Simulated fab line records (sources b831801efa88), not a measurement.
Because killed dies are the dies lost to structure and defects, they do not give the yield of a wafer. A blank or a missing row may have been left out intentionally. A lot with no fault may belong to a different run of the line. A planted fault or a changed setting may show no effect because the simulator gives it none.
Chamber matching || flow gf180mcu || GF_STI_CMP_25 on cmp-01: 4 sister chambers
The step polishes, stops on Si3N4, t overpolish 33 s, target thk 524.6 nm. 16 wafers are shown with their chamber, then 8 later ones without.

WAFERS PAIRED WITH THEIR CHAMBERS
{"wafer": "L852.2", "chamber": 2, "motor current A (A)": 11.5, "time to endpoint s (s)": 122, "overpolish run s (s)": 33.000}
{"wafer": "L852.4", "chamber": 1, "motor current A (A)": 12.6, "time to endpoint s (s)": 123, "overpolish run s (s)": 33.003}
{"wafer": "L852.6", "chamber": 3, "motor current A (A)": 12.7, "time to endpoint s (s)": 128, "overpolish run s (s)": 32.997}
{"wafer": "L856.1", "chamber": 1, "motor current A (A)": 13.7, "time to endpoint s (s)": 128, "overpolish run s (s)": 32.990}
{"wafer": "L856.2", "chamber": 3, "motor current A (A)": 12.5, "time to endpoint s (s)": 128, "overpolish run s (s)": 32.997}
{"wafer": "L856.3", "chamber": 2, "motor current A (A)": 11.8, "time to endpoint s (s)": 124, "overpolish run s (s)": 33.018}
{"wafer": "L858.1", "chamber": 1, "motor current A (A)": 12.9, "time to endpoint s (s)": 127, "overpolish run s (s)": 32.991}
{"wafer": "L858.5", "chamber": 2, "motor current A (A)": 12.3, "time to endpoint s (s)": 118, "overpolish run s (s)": 32.989}
{"wafer": "L858.6", "chamber": 1, "motor current A (A)": 12.6, "time to endpoint s (s)": 123, "overpolish run s (s)": 33.000}
{"wafer": "L859.1", "chamber": 3, "motor current A (A)": 12.9, "time to endpoint s (s)": 116, "overpolish run s (s)": 33.015}
{"wafer": "L859.2", "chamber": 2, "motor current A (A)": 11.5, "time to endpoint s (s)": 114, "overpolish run s (s)": 33.005}
{"wafer": "L859.6", "chamber": 0, "motor current A (A)": 10.8, "time to endpoint s (s)": 122, "overpolish run s (s)": 33.000}
{"wafer": "L861.1", "chamber": 2, "motor current A (A)": 11.8, "time to endpoint s (s)": 117, "overpolish run s (s)": 32.995}
{"wafer": "L861.5", "chamber": 2, "motor current A (A)": 12.0, "time to endpoint s (s)": 119, "overpolish run s (s)": 32.997}
{"wafer": "L861.6", "chamber": 1, "motor current A (A)": 12.5, "time to endpoint s (s)": 122, "overpolish run s (s)": 33.010}
{"wafer": "L867.1", "chamber": 2, "motor current A (A)": 11.4, "time to endpoint s (s)": 116, "overpolish run s (s)": 32.993}

SIGNATURES (means of the wafers above)
{"reading": "motor current A", "chamber 0": 10.800, "chamber 1": 12.860, "chamber 2": 11.757, "chamber 3": 12.700, "scatter within a chamber": 0.373}
{"reading": "time to endpoint s", "chamber 0": 122.00, "chamber 1": 124.60, "chamber 2": 118.57, "chamber 3": 124.00, "scatter within a chamber": 4.05}
{"reading": "overpolish run s", "chamber 0": 33.00000, "chamber 1": 32.99880, "chamber 2": 32.99957, "chamber 3": 33.00300, "scatter within a chamber": 0.00936}
Rule: a wafer's distance from a chamber is the root of the sum, over the readings, of the square of ((its reading less the chamber's mean) divided by the reading's scatter). If the next closest chamber is less than 2 further off than the closest, the wafer can't be placed; otherwise it belongs to the closest. How the scatter is found: for the shown wafers, subtract from each reading the mean of its chamber, square and add these, divide the total by (wafers less chambers), then take the root.

WAFERS WITHOUT THEIR CHAMBER
{"wafer": "L867.3", "motor current A (A)": 12.9, "time to endpoint s (s)": 125, "overpolish run s (s)": 33.015}
{"wafer": "L867.5", "motor current A (A)": 13.6, "time to endpoint s (s)": 124, "overpolish run s (s)": 33.000}
{"wafer": "L873.1", "motor current A (A)": 10.4, "time to endpoint s (s)": 124, "overpolish run s (s)": 33.005}
{"wafer": "L873.3", "motor current A (A)": 12.8, "time to endpoint s (s)": 126, "overpolish run s (s)": 32.991}
{"wafer": "L873.5", "motor current A (A)": 12.4, "time to endpoint s (s)": 122, "overpolish run s (s)": 33.001}
{"wafer": "L875.1", "motor current A (A)": 13.1, "time to endpoint s (s)": 127, "overpolish run s (s)": 33.006}
{"wafer": "L875.3", "motor current A (A)": 12.4, "time to endpoint s (s)": 128, "overpolish run s (s)": 33.012}
{"wafer": "L875.5", "motor current A (A)": 9.8, "time to endpoint s (s)": 128, "overpolish run s (s)": 32.982}

THE CHAMBER EACH PASSED THROUGH
{"wafer": "L867.3", "from the rows above": "can't be placed: 3 or 1", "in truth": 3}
{"wafer": "L867.5", "from the rows above": "can't be placed: 1 or 3", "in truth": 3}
{"wafer": "L873.1", "from the rows above": 0, "in truth": 0}
{"wafer": "L873.3", "from the rows above": "can't be placed: 1 or 3", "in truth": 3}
{"wafer": "L873.5", "from the rows above": "can't be placed: 3 or 1 or 2", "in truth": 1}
{"wafer": "L875.1", "from the rows above": "can't be placed: 1 or 3", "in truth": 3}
{"wafer": "L875.3", "from the rows above": "can't be placed: 3 or 1 or 2", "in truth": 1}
{"wafer": "L875.5", "from the rows above": 0, "in truth": 0}
2 of 8 placed correctly. From these rows, 6 cannot be placed; in 6 the true chamber is one of the candidates. Placed wrongly: 0.
